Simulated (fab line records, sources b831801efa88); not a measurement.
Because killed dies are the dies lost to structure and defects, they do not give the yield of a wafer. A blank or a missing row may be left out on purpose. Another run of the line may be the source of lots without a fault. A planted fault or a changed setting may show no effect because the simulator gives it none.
fab line records -- flow sky130
record lots=24, wafers=72, last-day=50
route steps=708 shown CAPM@550 METAL3@564 VIA3@594 VIA4@651 METAL5@663
lots untouched by any fault: they come from a run of this same line in which no faults occurred
start-h: the number of hours between the record's first day and the start of the first shown wafer of the lot -- wait-h: hours elapsed since this lot's preceding step -- " identical to the entry in the row above -- L1.1+2: one row covering several wafers at once -- - value missing, or start not given -- * or withheld: withheld -- < > ~ a bound
route shown NAME@n: a module of which the file shows steps, and the number in the route of the first -- usual: mean and standard deviation over wafers with no fault -- same: alike in all rows -- chamber/n: place in a boat -- sites: each site's reading -- _std_site: how widely they spread, as a standard deviation -- _edge_site: mean of outer sites minus mean of inner sites -- radius-mm: for every site, how far away it sits from the centre of the wafer -- mask NAME#n: copy n -- behind: the most recent tool/chamber to have shaped the wafer -- hold: the reason the lot was held/the length of the hold in hours/how it ended -- device: names the non-switching transistor (n, p or np) -- end of line: the route-end tests of the same wafers -- for a step that has no rows: nothing shown but its recipe -- killed: not the wafer's yield, but the dies lost to structure and defects at the first sort -- map: per-die view of a wafer (x killed, . not killed, _ where there is no die)
set.NAME: setting as actually run; set.NAME@STEP: the setting as run at that earlier step -- model.NAME: the simulator's own value behind a step, which no gauge read
a sample of lots followed through the steps of the route, with each step as a table and each wafer as a row
services: the hour from which a tool's chamber was out of use, counted from the record's first day as start-h (under 0 if before that day), plus the number of hours and why
## steps
# step SKY_CAPM_METAL_ETCH_13
# recipe target-depth-nm=220, stop-on=SiO2, chemistry=Cl2/BCl3, target=TiN, pressure-mtorr=10, icp-w=900, bias-w=48.5, Cl2_flow_sccm=60, bcl3-flow-sccm=30, time-s=62.9
# usual bcl3-flow-sccm=30.01/0.085, drypump-motor-current-A=5.6/0.48, mfc-cl2-sccm=60.03/0.17, oes-product-au=0.942/0.0082, throttle-valve-pct=21.902/0.0095
lot.wafer,tool,chamber,start-h,wait-h,bcl3-flow-sccm,drypump-motor-current-A,mfc-cl2-sccm,oes-product-au,rf-hours-counter-h,throttle-valve-pct
L074.3,rie-metal-03,1,893.89,0.1,30.00,6.0,60.17,0.922,-,21.906
L074.4,rie-metal-03,1,893.89,0.1,29.94,6.0,59.90,0.925,-,21.917
L074.5,rie-metal-03,1,893.89,0.1,29.97,6.0,60.16,0.926,-,21.913
L075.2,rie-metal-02,1,902.85,0.0,29.94,5.8,60.10,0.959,14,21.904
L075.3,rie-metal-02,1,902.85,0.0,30.09,5.8,60.11,0.936,-,21.883
L075.5,rie-metal-02,0,902.85,0.0,29.97,6.2,60.18,0.951,-,21.897
L077.1,rie-metal-04,1,913.80,0.0,30.07,5.8,59.77,0.934,16,21.905
L077.2,rie-metal-04,0,913.80,0.0,29.95,4.8,59.78,0.949,14,21.901
L077.6,rie-metal-04,1,913.80,0.0,30.00,5.8,59.94,0.938,-,21.907
L076.4,rie-metal-03,1,915.79,0.0,29.99,6.0,60.12,0.930,-,21.908
L076.5,rie-metal-03,1,915.79,0.0,30.02,6.0,59.80,0.939,-,21.921
L076.6,rie-metal-03,0,915.79,0.0,29.92,5.3,60.20,0.939,-,21.910
L078.2,rie-metal-04,1,917.87,0.0,30.11,5.8,59.95,0.935,16,21.906
L078.3,rie-metal-04,1,917.87,0.0,30.12,5.8,59.66,0.943,-,21.901
L078.4,rie-metal-04,0,917.87,0.0,30.11,4.8,59.95,0.932,-,21.892
L079.1,rie-metal-03,0,920.27,0.0,29.98,5.2,60.18,0.949,1,21.903
L079.3,rie-metal-03,1,920.27,0.0,29.87,6.0,60.35,0.938,-,21.917
L079.6,rie-metal-03,0,920.27,0.0,30.01,5.2,60.27,0.942,-,21.909
L080.2,rie-metal-04,0,930.40,0.0,29.96,4.8,60.08,0.937,14,21.891
L080.5,rie-metal-04,1,930.40,0.0,29.95,5.8,59.92,0.942,-,21.897
L080.6,rie-metal-04,0,930.40,0.0,30.10,4.8,60.10,0.935,-,21.921
L081.1,rie-metal-02,1,934.17,0.0,30.00,5.8,60.02,0.935,16,21.917
L081.4,rie-metal-02,0,934.17,0.0,30.02,6.2,60.22,0.928,-,21.913
L081.6,rie-metal-02,0,934.17,0.0,30.03,6.3,59.88,0.932,-,21.897
L082.1,rie-metal-03,0,946.30,0.0,29.99,5.2,59.71,0.924,2,21.904
L082.5,rie-metal-03,0,946.30,0.0,29.91,5.2,59.83,0.937,-,21.903
L082.6,rie-metal-03,1,946.30,0.0,30.02,6.0,59.71,0.940,-,21.894
L083.2,rie-metal-04,0,950.23,0.0,29.98,4.8,59.97,0.940,-,21.912
L083.3,rie-metal-04,0,950.23,0.0,29.92,4.8,60.15,0.955,-,21.902
L083.5,rie-metal-04,0,950.23,0.0,30.07,4.8,59.96,0.947,-,21.889
L084.3,rie-metal-03,0,956.32,0.0,29.89,5.2,60.36,0.953,-,21.901
L084.4,rie-metal-03,1,956.32,0.0,30.15,6.0,60.29,0.954,-,21.891
L084.6,rie-metal-03,0,956.32,0.0,29.82,5.2,59.99,0.944,-,21.889
L085.1,rie-metal-03,1,959.94,0.0,30.12,6.0,60.01,0.946,7,21.887
L085.2,rie-metal-03,0,959.94,0.0,29.93,5.2,60.37,0.953,2,21.893
L085.3,rie-metal-03,1,959.94,0.0,29.93,6.0,59.81,0.947,-,21.895
L086.1,rie-metal-04,0,963.02,0.0,30.03,4.8,60.08,0.939,16,21.895
L086.4,rie-metal-04,0,963.02,0.0,30.14,4.8,60.20,0.937,-,21.914
L086.5,rie-metal-04,0,963.02,0.0,30.12,4.8,60.05,0.934,-,21.914
L088.1,rie-metal-04,1,979.14,0.0,30.01,5.8,59.76,0.935,1,21.897
L088.3,rie-metal-04,1,979.14,0.0,30.06,5.8,60.28,0.947,-,21.920
L088.5,rie-metal-04,1,979.14,0.0,30.04,5.8,59.93,0.948,-,21.903
L087.2,rie-metal-02,1,980.54,0.0,30.09,5.8,59.96,0.944,18,21.888
L087.3,rie-metal-02,1,980.54,0.0,29.96,5.8,60.31,0.937,-,21.907
L087.4,rie-metal-02,0,980.54,0.0,29.98,6.2,60.22,0.939,-,21.899
L089.3,rie-metal-04,1,987.39,0.1,30.09,5.8,60.12,0.955,-,21.882
L089.4,rie-metal-04,1,987.39,0.1,30.03,5.8,60.10,0.958,-,21.883
L089.6,rie-metal-04,1,987.39,0.1,29.93,5.8,60.00,0.951,-,21.893
L091.1,rie-metal-03,0,996.50,0.0,30.01,5.3,60.01,0.944,4,21.898
L091.3,rie-metal-03,0,996.50,0.0,30.22,5.3,60.20,0.941,-,21.893
L091.6,rie-metal-03,1,996.50,0.0,29.98,6.0,59.95,0.932,-,21.913
L092.1,rie-metal-04,0,1003.29,0.0,30.05,4.8,59.94,0.939,17,21.911
L092.5,rie-metal-04,0,1003.29,0.0,30.10,4.8,60.24,0.934,-,21.896
L092.6,rie-metal-04,1,1003.29,0.0,29.94,5.8,60.15,0.953,-,21.912
L090.1,rie-metal-04,0,1004.25,0.0,30.00,4.8,60.22,0.950,17,21.903
L090.3,rie-metal-04,0,1004.25,0.0,29.84,4.8,60.08,0.938,-,21.898
L090.6,rie-metal-04,1,1004.25,0.0,30.04,5.9,60.09,0.946,-,21.927
L093.2,rie-metal-03,0,1013.45,0.0,29.95,5.2,59.83,0.935,5,21.917
L093.3,rie-metal-03,1,1013.45,0.0,29.85,6.0,60.05,0.948,-,21.896
L093.6,rie-metal-03,0,1013.45,0.0,29.96,5.3,59.69,0.937,-,21.900
L094.2,rie-metal-04,1,1015.69,0.0,30.04,5.8,60.19,0.938,4,21.897
L094.5,rie-metal-04,1,1015.69,0.0,30.01,5.9,59.99,0.956,-,21.897
L094.6,rie-metal-04,0,1015.69,0.0,29.92,4.8,59.98,0.931,-,21.909
L095.2,rie-metal-04,0,1030.70,0.0,30.03,4.8,59.68,0.947,19,21.900
L095.4,rie-metal-04,0,1030.70,0.0,29.96,4.8,60.17,0.933,-,21.902
L095.5,rie-metal-04,0,1030.70,0.0,29.97,4.8,59.86,0.935,-,21.895
L096.3,rie-metal-03,0,1032.48,0.0,30.10,5.3,59.86,0.952,-,21.888
L096.4,rie-metal-03,1,1032.48,0.0,29.98,6.0,59.94,0.946,-,21.906
L096.5,rie-metal-03,1,1032.48,0.0,29.95,6.0,60.09,0.936,-,21.907
L097.1,rie-metal-03,0,1036.74,0.0,30.08,5.2,59.93,0.949,6,21.887
L097.3,rie-metal-03,1,1036.74,0.0,30.24,6.0,60.11,0.965,-,21.882
L097.5,rie-metal-03,1,1036.74,0.0,30.20,6.0,59.96,0.944,-,21.888
# step SKY_METAL3_OVL_MEAS_14
# usual METAL3_OVL=1/5.6
lot.wafer,tool,chamber,start-h,wait-h,METAL3_OVL[nm]
L074.3,overlay-01,-,919.34,0.1,1
L074.4,overlay-01,-,919.34,0.1,-9
L074.5,overlay-01,-,919.34,0.1,-10
L075.2,overlay-02,-,928.38,0.1,-1
L075.3,overlay-02,-,928.38,0.1,1
L075.5,overlay-02,-,928.38,0.1,0
L077.1,overlay-01,-,939.26,0.1,5
L077.2,overlay-01,-,939.26,0.1,10
L077.6,overlay-01,-,939.26,0.1,3
L076.4,overlay-01,-,941.09,0.1,-4
L076.5,overlay-01,-,941.09,0.1,-16
L076.6,overlay-01,-,941.09,0.1,-4
L078.2,overlay-01,-,942.91,0.1,8
L078.3,overlay-01,-,942.91,0.1,9
L078.4,overlay-01,-,942.91,0.1,10
L079.1,overlay-01,-,945.79,0.1,10
L079.3,overlay-01,-,945.79,0.1,10
L079.6,overlay-01,-,945.79,0.1,0
L080.2,overlay-02,-,955.48,0.1,4
L080.5,overlay-02,-,955.48,0.1,7
L080.6,overlay-02,-,955.48,0.1,2
L081.1,overlay-01,-,958.82,0.1,-5
L081.4,overlay-01,-,958.82,0.1,3
L081.6,overlay-01,-,958.82,0.1,2
L082.1,overlay-02,-,970.84,0.1,0
L082.5,overlay-02,-,970.84,0.1,1
L082.6,overlay-02,-,970.84,0.1,6
L083.2,overlay-02,-,974.86,0.1,8
L083.3,overlay-02,-,974.86,0.1,2
L083.5,overlay-02,-,974.86,0.1,6
L084.3,overlay-01,-,980.90,0.1,2
L084.4,overlay-01,-,980.90,0.1,-2
L084.6,overlay-01,-,980.90,0.1,3
L085.1,overlay-02,-,984.27,0.1,4
L085.2,overlay-02,-,984.27,0.1,-2
L085.3,overlay-02,-,984.27,0.1,-2
L086.1,overlay-01,-,987.56,0.1,2
L086.4,overlay-01,-,987.56,0.1,6
L086.5,overlay-01,-,987.56,0.1,-1
L088.1,overlay-02,-,1003.72,0.1,1
L088.3,overlay-02,-,1003.72,0.1,-2
L088.5,overlay-02,-,1003.72,0.1,-2
L087.2,overlay-02,-,1004.43,0.1,2
L087.3,overlay-02,-,1004.43,0.1,-11
L087.4,overlay-02,-,1004.43,0.1,-1
L089.3,overlay-01,-,1011.54,0.1,-4
L089.4,overlay-01,-,1011.54,0.1,-4
L089.6,overlay-01,-,1011.54,0.1,2
L091.1,overlay-01,-,1020.69,0.1,1
L091.3,overlay-01,-,1020.69,0.1,-1
L091.6,overlay-01,-,1020.69,0.1,7
L092.1,overlay-02,-,1027.14,0.1,-4
L092.5,overlay-02,-,1027.14,0.1,-7
L092.6,overlay-02,-,1027.14,0.1,-1
L090.1,overlay-01,-,1028.07,0.1,1
L090.3,overlay-01,-,1028.07,0.1,-4
L090.6,overlay-01,-,1028.07,0.1,1
L093.2,overlay-01,-,1036.53,0.1,4
L093.3,overlay-01,-,1036.53,0.1,8
L093.6,overlay-01,-,1036.53,0.1,4
L094.2,overlay-01,-,1038.66,0.1,6
L094.5,overlay-01,-,1038.66,0.1,9
L094.6,overlay-01,-,1038.66,0.1,14
L095.2,overlay-02,-,1053.83,0.1,10
L095.4,overlay-02,-,1053.83,0.1,-4
L095.5,overlay-02,-,1053.83,0.1,6
L096.3,overlay-02,-,1055.79,0.1,-3
L096.4,overlay-02,-,1055.79,0.1,-1
L096.5,overlay-02,-,1055.79,0.1,-8
L097.1,overlay-02,-,1059.12,0.1,-6
L097.3,overlay-02,-,1059.12,0.1,1
L097.5,overlay-02,-,1059.12,0.1,-3
# step SKY_VIA3_CVD_21
# recipe material=W, target-thk-nm=390, time-s=117.31, temp-c=400, pressure-torr=40
# usual heater-power-w=876/98
lot.wafer,tool,chamber,start-h,wait-h,heater-power-w
L074.3,cvd-w-02,0,946.83,0.1,896
L074.4,cvd-w-02,1,946.83,0.1,760
L074.5,cvd-w-02,1,946.83,0.1,767
L075.2,cvd-w-02,1,955.05,0.0,761
L075.3,cvd-w-02,1,955.05,0.0,785
L075.5,cvd-w-02,1,955.05,0.0,778
L077.1,cvd-w-02,0,965.19,0.0,879
L077.2,cvd-w-02,1,965.19,0.0,779
L077.6,cvd-w-02,0,965.19,0.0,879
L076.4,cvd-w-01,0,967.98,0.1,985
L076.5,cvd-w-01,0,967.98,0.1,977
L076.6,cvd-w-01,1,967.98,0.1,783
L078.2,cvd-w-01,1,969.70,0.0,761
L078.3,cvd-w-01,1,969.70,0.0,768
L078.4,cvd-w-01,0,969.70,0.0,993
L079.1,cvd-w-01,1,972.59,0.0,764
L079.3,cvd-w-01,0,972.59,0.0,972
L079.6,cvd-w-01,1,972.59,0.0,755
L080.2,cvd-w-02,1,981.79,0.0,770
L080.5,cvd-w-02,0,981.79,0.0,869
L080.6,cvd-w-02,1,981.79,0.0,768
L081.1,cvd-w-02,1,985.39,0.0,767
L081.4,cvd-w-02,0,985.39,0.0,866
L081.6,cvd-w-02,0,985.39,0.0,886
L082.1,cvd-w-01,0,997.75,0.0,980
L082.5,cvd-w-01,0,997.75,0.0,982
L082.6,cvd-w-01,1,997.75,0.0,743
L083.2,cvd-w-02,0,1001.31,0.0,874
L083.3,cvd-w-02,0,1001.31,0.0,891
L083.5,cvd-w-02,1,1001.31,0.0,779
L084.3,cvd-w-01,0,1006.34,0.1,953
L084.4,cvd-w-01,1,1006.34,0.1,758
L084.6,cvd-w-01,1,1006.34,0.1,766
L085.1,cvd-w-01,1,1010.37,0.0,771
L085.2,cvd-w-01,0,1010.37,0.0,970
L085.3,cvd-w-01,0,1010.37,0.0,989
L086.1,cvd-w-01,1,1013.02,0.0,765
L086.4,cvd-w-01,0,1013.02,0.0,967
L086.5,cvd-w-01,1,1013.02,0.0,764
L088.1,cvd-w-01,1,1029.79,0.0,772
L088.3,cvd-w-01,0,1029.79,0.0,981
L088.5,cvd-w-01,0,1029.79,0.0,994
L087.2,cvd-w-02,1,1030.30,0.0,771
L087.3,cvd-w-02,0,1030.30,0.0,896
L087.4,cvd-w-02,1,1030.30,0.0,760
L089.3,cvd-w-01,0,1036.68,0.1,997
L089.4,cvd-w-01,1,1036.68,0.1,754
L089.6,cvd-w-01,0,1036.68,0.1,968
L091.1,cvd-w-02,1,1046.02,0.0,768
L091.3,cvd-w-02,0,1046.02,0.0,892
L091.6,cvd-w-02,1,1046.02,0.0,786
L092.1,cvd-w-01,0,1052.64,0.3,990
L092.5,cvd-w-01,0,1052.64,0.3,989
L092.6,cvd-w-01,0,1052.64,0.3,979
L090.1,cvd-w-01,0,1053.21,0.0,971
L090.3,cvd-w-01,0,1053.21,0.0,972
L090.6,cvd-w-01,0,1053.21,0.0,987
L093.2,cvd-w-01,0,1060.61,0.1,991
L093.3,cvd-w-01,0,1060.61,0.1,1014
L093.6,cvd-w-01,0,1060.61,0.1,979
L094.2,cvd-w-01,0,1062.87,0.1,971
L094.5,cvd-w-01,0,1062.87,0.1,974
L094.6,cvd-w-01,0,1062.87,0.1,1005
L095.2,cvd-w-01,1,1077.83,0.0,763
L095.4,cvd-w-01,0,1077.83,0.0,991
L095.5,cvd-w-01,0,1077.83,0.0,1016
L096.3,cvd-w-02,1,1079.68,0.1,782
L096.4,cvd-w-02,0,1079.68,0.1,887
L096.5,cvd-w-02,1,1079.68,0.1,764
L097.1,cvd-w-01,1,1083.33,0.0,777
L097.3,cvd-w-01,0,1083.33,0.0,974
L097.5,cvd-w-01,1,1083.33,0.0,801
# step SKY_VIA3_THK_MEAS_23
# recipe thk-meas-gauge=xrf, reads=W_of_VIA3_CVD_21
# usual VIA3_W_THK=373/7.1
lot.wafer,tool,chamber,start-h,wait-h,VIA3_W_THK[nm]
L074.3,film-metro-02,-,947.06,0.1,371
L074.4,film-metro-02,-,947.06,0.1,370
L074.5,film-metro-02,-,947.06,0.1,371
L075.2,film-metro-02,-,955.30,0.1,375
L075.3,film-metro-02,-,955.30,0.1,373
L075.5,film-metro-02,-,955.30,0.1,375
L077.1,film-metro-01,-,965.43,0.1,381
L077.2,film-metro-01,-,965.43,0.1,375
L077.6,film-metro-01,-,965.43,0.1,375
L076.4,film-metro-02,-,968.21,0.1,381
L076.5,film-metro-02,-,968.21,0.1,378
L076.6,film-metro-02,-,968.21,0.1,370
L078.2,film-metro-01,-,969.95,0.1,377
L078.3,film-metro-01,-,969.95,0.1,377
L078.4,film-metro-01,-,969.95,0.1,375
L079.1,film-metro-01,-,972.83,0.1,376
L079.3,film-metro-01,-,972.83,0.1,377
L079.6,film-metro-01,-,972.83,0.1,379
L080.2,film-metro-03,-,982.05,0.1,363
L080.5,film-metro-03,-,982.05,0.1,368
L080.6,film-metro-03,-,982.05,0.1,361
L081.1,film-metro-03,-,985.64,0.1,356
L081.4,film-metro-03,-,985.64,0.1,361
L081.6,film-metro-03,-,985.64,0.1,364
L082.1,film-metro-01,-,997.99,0.1,372
L082.5,film-metro-01,-,997.99,0.1,372
L082.6,film-metro-01,-,997.99,0.1,369
L083.2,film-metro-03,-,1001.56,0.1,368
L083.3,film-metro-03,-,1001.56,0.1,370
L083.5,film-metro-03,-,1001.56,0.1,367
L084.3,film-metro-02,-,1006.56,0.1,388
L084.4,film-metro-02,-,1006.56,0.1,379
L084.6,film-metro-02,-,1006.56,0.1,376
L085.1,film-metro-03,-,1010.61,0.1,363
L085.2,film-metro-03,-,1010.61,0.1,372
L085.3,film-metro-03,-,1010.61,0.1,375
L086.1,film-metro-03,-,1013.26,0.1,366
L086.4,film-metro-03,-,1013.26,0.1,361
L086.5,film-metro-03,-,1013.26,0.1,362
L088.1,film-metro-02,-,1030.03,0.1,382
L088.3,film-metro-02,-,1030.03,0.1,382
L088.5,film-metro-02,-,1030.03,0.1,381
L087.2,film-metro-03,-,1030.55,0.1,364
L087.3,film-metro-03,-,1030.55,0.1,372
L087.4,film-metro-03,-,1030.55,0.1,364
L089.3,film-metro-03,-,1036.90,0.1,370
L089.4,film-metro-03,-,1036.90,0.1,365
L089.6,film-metro-03,-,1036.90,0.1,372
L091.1,film-metro-02,-,1046.26,0.1,375
L091.3,film-metro-02,-,1046.26,0.1,374
L091.6,film-metro-02,-,1046.26,0.1,375
L092.1,film-metro-03,-,1053.00,0.1,365
L092.5,film-metro-03,-,1053.00,0.1,366
L092.6,film-metro-03,-,1053.00,0.1,366
L090.1,film-metro-02,-,1053.57,0.1,379
L090.3,film-metro-02,-,1053.57,0.1,384
L090.6,film-metro-02,-,1053.57,0.1,372
L093.2,film-metro-02,-,1060.95,0.1,380
L093.3,film-metro-02,-,1060.95,0.1,380
L093.6,film-metro-02,-,1060.95,0.1,377
L094.2,film-metro-02,-,1063.20,0.1,381
L094.5,film-metro-02,-,1063.20,0.1,380
L094.6,film-metro-02,-,1063.20,0.1,382
L095.2,film-metro-02,-,1078.09,0.1,392
L095.4,film-metro-02,-,1078.09,0.1,383
L095.5,film-metro-02,-,1078.09,0.1,385
L096.3,film-metro-02,-,1079.90,0.1,381
L096.4,film-metro-02,-,1079.90,0.1,382
L096.5,film-metro-02,-,1079.90,0.1,383
L097.1,film-metro-01,-,1083.58,0.1,376
L097.3,film-metro-01,-,1083.58,0.1,375
L097.5,film-metro-01,-,1083.58,0.1,375
# step SKY_VIA4_ETCH_12
# recipe target=SiO2, chemistry=C4F8/O2/Ar, stop-on=TiN, mask-material=NOVOLAK, source-w=1500, bias-w=1200, pressure-mtorr=40, c4f8-flow-sccm=withheld, O2_flow_sccm=6, Ar_flow_sccm=300, time-s=withheld, target-depth-a=5800
# usual oes-product-au=0.926/0.0049
lot.wafer,tool,chamber,start-h,wait-h,oes-product-au
L074.3,rie-diel-02,0,1021.07,0.0,0.925
L074.4,rie-diel-02,1,1021.07,0.0,0.930
L074.5,rie-diel-02,1,1021.07,0.0,0.926
L075.2,rie-diel-02,3,1028.64,0.0,0.930
L075.3,rie-diel-02,0,1028.64,0.0,0.928
L075.5,rie-diel-02,2,1028.64,0.0,0.923
L077.1,rie-diel-03,3,1038.19,0.0,0.922
L077.2,rie-diel-03,0,1038.19,0.0,0.930
L077.6,rie-diel-03,2,1038.19,0.0,0.928
L076.4,rie-diel-03,2,1039.67,0.0,0.918
L076.5,rie-diel-03,3,1039.67,0.0,0.927
L076.6,rie-diel-03,0,1039.67,0.0,0.924
L078.2,rie-diel-03,1,1041.24,0.0,0.926
L078.3,rie-diel-03,0,1041.24,0.0,0.938
L078.4,rie-diel-03,3,1041.24,0.0,0.923
L079.1,rie-diel-02,0,1045.92,0.0,0.929
L079.3,rie-diel-02,1,1045.92,0.0,0.928
L079.6,rie-diel-02,3,1045.92,0.0,0.922
L080.2,rie-diel-01,3,1054.42,0.0,0.924
L080.5,rie-diel-01,2,1054.42,0.0,0.926
L080.6,rie-diel-01,3,1054.42,0.0,0.924
L081.1,rie-diel-02,3,1067.45,0.0,0.920
L081.4,rie-diel-02,1,1067.45,0.0,0.922
L081.6,rie-diel-02,3,1067.45,0.0,0.921
L082.1,rie-diel-01,3,1069.24,0.0,0.923
L082.5,rie-diel-01,0,1069.24,0.0,0.922
L082.6,rie-diel-01,2,1069.24,0.0,0.931
L083.2,rie-diel-02,2,1071.49,0.0,0.926
L083.3,rie-diel-02,3,1071.49,0.0,0.922
L083.5,rie-diel-02,2,1071.49,0.0,0.927
L084.3,rie-diel-03,1,1076.43,0.0,0.927
L084.4,rie-diel-03,3,1076.43,0.0,0.930
L084.6,rie-diel-03,1,1076.43,0.0,0.934
L085.1,rie-diel-01,2,1079.80,0.0,0.916
L085.2,rie-diel-01,0,1079.80,0.0,0.924
L085.3,rie-diel-01,1,1079.80,0.0,0.930
L086.1,rie-diel-02,0,1082.69,0.0,0.929
L086.4,rie-diel-02,2,1082.69,0.0,0.926
L086.5,rie-diel-02,2,1082.69,0.0,0.923
L087.2,rie-diel-01,2,1098.60,0.0,0.925
L087.3,rie-diel-01,1,1098.60,0.0,0.931
L087.4,rie-diel-01,0,1098.60,0.0,0.929
L088.1,rie-diel-02,1,1098.89,0.0,0.932
L088.3,rie-diel-02,0,1098.89,0.0,0.922
L088.5,rie-diel-02,3,1098.89,0.0,0.917
L089.3,rie-diel-02,2,1102.80,0.0,0.917
L089.4,rie-diel-02,1,1102.80,0.0,0.922
L089.6,rie-diel-02,3,1102.80,0.0,0.925
L091.1,rie-diel-03,2,1112.64,0.0,0.928
L091.3,rie-diel-03,3,1112.64,0.0,0.922
L091.6,rie-diel-03,3,1112.64,0.0,0.926
L092.1,rie-diel-03,3,1118.23,0.0,0.922
L092.5,rie-diel-03,3,1118.23,0.0,0.930
L092.6,rie-diel-03,0,1118.23,0.0,0.927
L090.1,rie-diel-02,1,1118.90,0.0,0.921
L090.3,rie-diel-02,2,1118.90,0.0,0.927
L090.6,rie-diel-02,0,1118.90,0.0,0.921
L093.2,rie-diel-03,1,1126.93,0.0,0.926
L093.3,rie-diel-03,2,1126.93,0.0,0.920
L093.6,rie-diel-03,0,1126.93,0.0,0.923
L094.2,rie-diel-03,3,1129.45,0.0,0.935
L094.5,rie-diel-03,2,1129.45,0.0,0.931
L094.6,rie-diel-03,3,1129.45,0.0,0.923
L096.3,rie-diel-02,0,1144.04,0.0,0.930
L096.4,rie-diel-02,1,1144.04,0.0,0.932
L096.5,rie-diel-02,3,1144.04,0.0,0.921
L095.2,rie-diel-02,1,1146.43,0.0,0.930
L095.4,rie-diel-02,1,1146.43,0.0,0.927
L095.5,rie-diel-02,3,1146.43,0.0,0.931
L097.1,rie-diel-03,1,1147.53,0.0,0.921
L097.3,rie-diel-03,0,1147.53,0.0,0.933
L097.5,rie-diel-03,1,1147.53,0.0,0.933
# step SKY_METAL5_SPUTTER_02
# recipe material=AlCu, target-thk-nm=1150, power-w=10600, time-s=61.2, chamber-pressure-pa=0.4
# usual throttle-valve-pct=30.2/1
lot.wafer,tool,chamber,start-h,wait-h,throttle-valve-pct
L074.3,pvd-sputter-01,-,1022.82,0.0,30.3
L074.4,pvd-sputter-01,-,1022.82,0.0,29.2
L074.5,pvd-sputter-01,-,1022.82,0.0,29.1
L075.2,pvd-sputter-03,-,1030.09,0.0,30.1
L075.3,pvd-sputter-03,-,1030.09,0.0,30.7
L075.5,pvd-sputter-03,-,1030.09,0.0,28.3
L077.1,pvd-sputter-03,-,1039.66,0.0,28.2
L077.2,pvd-sputter-03,-,1039.66,0.0,30.2
L077.6,pvd-sputter-03,-,1039.66,0.0,30.7
L076.4,pvd-sputter-02,-,1041.15,0.0,28.9
L076.5,pvd-sputter-02,-,1041.15,0.0,31.2
L076.6,pvd-sputter-02,-,1041.15,0.0,29.0
L078.2,pvd-sputter-03,-,1042.65,0.0,28.4
L078.3,pvd-sputter-03,-,1042.65,0.0,30.5
L078.4,pvd-sputter-03,-,1042.65,0.0,30.3
L079.1,pvd-sputter-01,-,1047.34,0.0,30.5
L079.3,pvd-sputter-01,-,1047.34,0.0,30.8
L079.6,pvd-sputter-01,-,1047.34,0.0,30.6
L080.2,pvd-sputter-03,-,1056.03,0.0,30.4
L080.5,pvd-sputter-03,-,1056.03,0.0,28.3
L080.6,pvd-sputter-03,-,1056.03,0.0,30.4
L081.1,pvd-sputter-03,-,1068.90,0.0,30.3
L081.4,pvd-sputter-03,-,1068.90,0.0,30.7
L081.6,pvd-sputter-03,-,1068.90,0.0,28.4
L082.1,pvd-sputter-03,-,1070.81,0.0,30.1
L082.5,pvd-sputter-03,-,1070.81,0.0,30.3
L082.6,pvd-sputter-03,-,1070.81,0.0,28.4
L083.2,pvd-sputter-02,-,1073.05,0.0,31.5
L083.3,pvd-sputter-02,-,1073.05,0.0,32.0
L083.5,pvd-sputter-02,-,1073.05,0.0,31.3
L084.3,pvd-sputter-03,-,1077.83,0.0,30.8
L084.4,pvd-sputter-03,-,1077.83,0.0,28.2
L084.6,pvd-sputter-03,-,1077.83,0.0,30.4
L085.1,pvd-sputter-02,-,1081.21,0.0,28.9
L085.2,pvd-sputter-02,-,1081.21,0.0,32.0
L085.3,pvd-sputter-02,-,1081.21,0.0,31.4
L086.1,pvd-sputter-02,-,1084.28,0.0,31.6
L086.4,pvd-sputter-02,-,1084.28,0.0,32.0
L086.5,pvd-sputter-02,-,1084.28,0.0,32.1
L087.2,pvd-sputter-01,-,1100.17,0.0,30.2
L087.3,pvd-sputter-01,-,1100.17,0.0,30.3
L087.4,pvd-sputter-01,-,1100.17,0.0,29.3
L088.1,pvd-sputter-03,-,1100.46,0.0,30.3
L088.3,pvd-sputter-03,-,1100.46,0.0,30.0
L088.5,pvd-sputter-03,-,1100.46,0.0,30.6
L089.3,pvd-sputter-01,-,1104.24,0.0,29.8
L089.4,pvd-sputter-01,-,1104.24,0.0,31.1
L089.6,pvd-sputter-01,-,1104.24,0.0,30.9
L091.1,pvd-sputter-01,-,1114.05,0.0,30.6
L091.3,pvd-sputter-01,-,1114.05,0.0,29.1
L091.6,pvd-sputter-01,-,1114.05,0.0,30.1
L092.1,pvd-sputter-03,-,1119.67,0.0,28.4
L092.5,pvd-sputter-03,-,1119.67,0.0,30.3
L092.6,pvd-sputter-03,-,1119.67,0.0,30.5
L090.1,pvd-sputter-01,-,1120.31,0.0,30.8
L090.3,pvd-sputter-01,-,1120.31,0.0,29.1
L090.6,pvd-sputter-01,-,1120.31,0.0,29.1
L093.2,pvd-sputter-02,-,1128.33,0.0,28.9
L093.3,pvd-sputter-02,-,1128.33,0.0,31.6
L093.6,pvd-sputter-02,-,1128.33,0.0,31.5
L094.2,pvd-sputter-03,-,1130.86,0.0,30.5
L094.5,pvd-sputter-03,-,1130.86,0.0,30.2
L094.6,pvd-sputter-03,-,1130.86,0.0,30.6
L096.3,pvd-sputter-02,-,1145.73,0.0,31.2
L096.4,pvd-sputter-02,-,1145.73,0.0,32.0
L096.5,pvd-sputter-02,-,1145.73,0.0,31.6
L095.2,pvd-sputter-01,-,1148.61,0.0,30.7
L095.4,pvd-sputter-01,-,1148.61,0.0,30.1
L095.5,pvd-sputter-01,-,1148.61,0.0,30.4
L097.1,pvd-sputter-03,-,1149.81,0.0,30.6
L097.3,pvd-sputter-03,-,1149.81,0.0,28.5
L097.5,pvd-sputter-03,-,1149.81,0.0,28.3
## services
tool,chamber,start-h,hours,kind
cvd-w-01,0,871.13,2.8,repair
rie-metal-04,-,902.57,0.6,repair
cvd-w-02,-,904.00,14.0,pm
pvd-sputter-03,-,904.73,0.5,repair
rie-diel-03,1,906.54,11.6,repair
cvd-w-02,1,938.04,2.7,repair
rie-diel-02,0,938.22,9.7,repair
rie-diel-02,1,955.59,1.4,repair
rie-metal-03,1,966.46,2.9,repair
rie-metal-04,0,972.85,15.9,repair
rie-metal-03,0,1014.92,2.2,repair
cvd-w-02,-,1047.36,6.0,pm
cvd-w-01,1,1050.51,25.0,repair
cvd-w-01,0,1057.19,2.5,repair
rie-diel-02,-,1063.48,0.1,repair
cvd-w-01,-,1064.48,2.8,pm
rie-diel-03,3,1066.60,3.8,repair
rie-diel-03,-,1084.24,2.8,pm
rie-diel-02,-,1107.18,1.5,repair
rie-diel-03,0,1108.46,8.3,repair
rie-diel-03,2,1113.25,10.3,repair
rie-metal-03,-,1126.13,2.8,pm
rie-diel-02,-,1137.40,0.1,repair
pvd-sputter-03,-,1137.51,1.7,repair
## key
fault none
